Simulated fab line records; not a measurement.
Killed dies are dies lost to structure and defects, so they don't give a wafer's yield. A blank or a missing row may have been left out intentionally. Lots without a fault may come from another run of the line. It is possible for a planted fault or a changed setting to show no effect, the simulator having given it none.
Which tool is to blame? / flow gf180mcu / 13 lots, 39 wafers sampled, at 4 steps of a route of 602

WHAT THE GAUGES SHOWED, per wafer
GF_V2_RS_MEAS_24: measurement is done with a four-point probe.
lot=L113; measured=day 20 18:41; on=film-metro-01; V2_W_RS (ohm/sq)=0.338 0.333 0.332
lot=L114; measured=day 21 07:56; on=film-metro-02; V2_W_RS (ohm/sq)=0.334 0.332 0.330
lot=L115; measured=day 21 12:08; on=film-metro-04; V2_W_RS (ohm/sq)=0.332 0.336 0.334
lot=L116; measured=day 21 21:52; on=film-metro-04; V2_W_RS (ohm/sq)=0.321 0.326 0.322
lot=L117; measured=day 22 07:31; on=film-metro-02; V2_W_RS (ohm/sq)=0.323 0.322 0.334
lot=L122; measured=day 24 02:45; on=film-metro-02; V2_W_RS (ohm/sq)=0.328 0.331 0.328
lot=L124; measured=day 24 19:56; on=film-metro-04; V2_W_RS (ohm/sq)=0.325 0.331 0.331
lot=L125; measured=day 25 02:29; on=film-metro-01; V2_W_RS (ohm/sq)=0.320 0.327 0.320
lot=L128; measured=day 25 23:00; on=film-metro-04; V2_W_RS (ohm/sq)=0.325 0.327 0.324
lot=L131; measured=day 26 19:27; on=film-metro-04; V2_W_RS (ohm/sq)=0.331 0.329 0.330
lot=L133; measured=day 27 15:26; on=film-metro-02; V2_W_RS (ohm/sq)=0.329 0.332 0.330
lot=L134; measured=day 27 18:48; on=film-metro-01; V2_W_RS (ohm/sq)=0.329 0.333 0.326
lot=L135; measured=day 27 23:20; on=film-metro-02; V2_W_RS (ohm/sq)=0.334 0.329 0.330

GF_M3_OVL_MEAS_15.
lot=L113; measured=day 21 19:19; on=overlay-02; M3_OVL (nm)=4 -5 5
lot=L114; measured=day 22 08:16; on=overlay-02; M3_OVL (nm)=3 4 -1
lot=L115; measured=day 22 12:16; on=overlay-02; M3_OVL (nm)=-2 -3 2
lot=L116; measured=day 22 21:46; on=overlay-01; M3_OVL (nm)=-5 -7 -7
lot=L117; measured=day 23 07:26; on=overlay-02; M3_OVL (nm)=3 5 4
lot=L122; measured=day 25 01:41; on=overlay-01; M3_OVL (nm)=-10 -10 -14
lot=L124; measured=day 25 17:53; on=overlay-02; M3_OVL (nm)=3 -2 -1
lot=L125; measured=day 26 00:43; on=overlay-01; M3_OVL (nm)=0 -6 2
lot=L128; measured=day 26 20:37; on=overlay-01; M3_OVL (nm)=-1 1 5
lot=L131; measured=day 27 16:13; on=overlay-01; M3_OVL (nm)=-6 3 2
lot=L133; measured=day 28 11:40; on=overlay-02; M3_OVL (nm)=-1 -1 -3
lot=L134; measured=day 28 15:41; on=overlay-01; M3_OVL (nm)=-2 0 5
lot=L135; measured=day 28 19:37; on=overlay-02; M3_OVL (nm)=-4 -7 -5

GF_V3_CD_MEAS_14: target cd 260 nm.
lot=L113; measured=day 22 19:36; on=cd-sem-01; cd-nm (nm)=262.0 261.5 263.2
lot=L114; measured=day 23 08:12; on=cd-sem-01; cd-nm (nm)=257.9 259.3 256.9
lot=L115; measured=day 23 12:06; on=cd-sem-01; cd-nm (nm)=261.4 260.4 260.9
lot=L116; measured=day 23 21:45; on=cd-sem-02; cd-nm (nm)=258.6 259.0 258.3
lot=L117; measured=day 24 06:59; on=cd-sem-02; cd-nm (nm)=259.7 259.7 259.6
lot=L122; measured=day 25 23:26; on=cd-sem-01; cd-nm (nm)=258.0 258.7 260.2
lot=L124; measured=day 26 15:57; on=cd-sem-01; cd-nm (nm)=265.7 267.0 267.1
lot=L125; measured=day 26 22:05; on=cd-sem-01; cd-nm (nm)=268.9 269.4 268.4
lot=L128; measured=day 27 18:06; on=cd-sem-02; cd-nm (nm)=259.4 261.2 260.9
lot=L131; measured=day 28 12:52; on=cd-sem-02; cd-nm (nm)=260.0 259.4 258.5
lot=L133; measured=day 29 08:25; on=cd-sem-02; cd-nm (nm)=261.4 260.2 261.0
lot=L134; measured=day 29 12:11; on=cd-sem-02; cd-nm (nm)=258.3 259.4 258.8
lot=L135; measured=day 29 15:54; on=cd-sem-01; cd-nm (nm)=261.8 261.3 261.0

TOOL THAT RAN EACH LOT (tool first, then ch and the chambers of the sampled wafers, then the start)
lot=L113; GF_V3_SOFTBAKE_10=litho-track-02 ch 0, day 22 08:00
lot=L114; GF_V3_SOFTBAKE_10=litho-track-02 ch 0, day 22 21:00
lot=L115; GF_V3_SOFTBAKE_10=litho-track-04 ch 0, day 23 00:00
lot=L116; GF_V3_SOFTBAKE_10=litho-track-03 ch 0, day 23 10:00
lot=L117; GF_V3_SOFTBAKE_10=litho-track-04 ch 0, day 23 20:00
lot=L122; GF_V3_SOFTBAKE_10=litho-track-04 ch 0, day 25 13:00
lot=L124; GF_V3_SOFTBAKE_10=litho-track-03 ch 0, day 26 05:00
lot=L125; GF_V3_SOFTBAKE_10=litho-track-03 ch 0, day 26 12:00
lot=L128; GF_V3_SOFTBAKE_10=litho-track-04 ch 0, day 27 08:00
lot=L131; GF_V3_SOFTBAKE_10=litho-track-02 ch 0, day 28 03:00
lot=L133; GF_V3_SOFTBAKE_10=litho-track-02 ch 0, day 28 23:00
lot=L134; GF_V3_SOFTBAKE_10=litho-track-04 ch 0, day 29 03:00
lot=L135; GF_V3_SOFTBAKE_10=litho-track-03 ch 0, day 29 06:00
- GF_V3_SOFTBAKE_10: time 57 s.

AS READ BY THE TOOLS THEMSELVES (means over the sampled wafers that have a number; for cases with no such wafer, the mark the record gives instead)
GF_V3_SOFTBAKE_10.
lot=L113; tool=litho-track-02; heater-power-total-W (W)=94.59; plate-temp-C (C)=130.00
lot=L114; tool=litho-track-02; heater-power-total-W (W)=94.67; plate-temp-C (C)=130.11
lot=L115; tool=litho-track-04; heater-power-total-W (W)=94.56; plate-temp-C (C)=129.79
lot=L116; tool=litho-track-03; heater-power-total-W (W)=94.65; plate-temp-C (C)=129.86
lot=L117; tool=litho-track-04; heater-power-total-W (W)=94.61; plate-temp-C (C)=130.08
lot=L122; tool=litho-track-04; heater-power-total-W (W)=94.63; plate-temp-C (C)=130.17
lot=L124; tool=litho-track-03; heater-power-total-W (W)=97.45; plate-temp-C (C)=133.12
lot=L125; tool=litho-track-03; heater-power-total-W (W)=97.38; plate-temp-C (C)=133.06
lot=L128; tool=litho-track-04; heater-power-total-W (W)=94.65; plate-temp-C (C)=129.99
lot=L131; tool=litho-track-02; heater-power-total-W (W)=94.62; plate-temp-C (C)=130.14
lot=L133; tool=litho-track-02; heater-power-total-W (W)=94.61; plate-temp-C (C)=129.93
lot=L134; tool=litho-track-04; heater-power-total-W (W)=94.58; plate-temp-C (C)=129.82
lot=L135; tool=litho-track-03; heater-power-total-W (W)=94.66; plate-temp-C (C)=130.00

THE ANSWER, worked out from the rows above alone
Rule: the lots themselves supply what counts as usual. Put in order of their means at a reading, lots are off if they are a third of the lots or fewer, leave a main group of 4 or more, and stand apart from it by a gap of 3 or more times the standard deviation of the main group's means; of several such gaps the widest counts. If all means in a main group match to the digits the tables above print for the reading, that group is not used. Also off: a lot with no number at a reading for which 4 or more lots have one. All remaining lots with rows at the step are treated as sound. After the gauges, taken in route order, come the tools' own readings; for these a lot's mean is taken, as printed above. At the first step where some lot is off, the reading lying furthest off is the one used; lots without a number count as furthest.
Off at GF_V3_CD_MEAS_14 (cd-nm): L124, L125. For the main group the mean is 259.9 nm and the standard deviation 1.3.
If a tool, at a process step before that reading, ran all the lots that are off and no sound lot after the first of them, it fits. The gauges at GF_V3_CD_MEAS_14 aren't tried: what is off there is off at GF_V3_SOFTBAKE_10 too, on other tools, and a gauge's error can't cause that. No candidate that was tried fits.

WHAT HAD BEEN PUT IN BY THE SIMULATOR
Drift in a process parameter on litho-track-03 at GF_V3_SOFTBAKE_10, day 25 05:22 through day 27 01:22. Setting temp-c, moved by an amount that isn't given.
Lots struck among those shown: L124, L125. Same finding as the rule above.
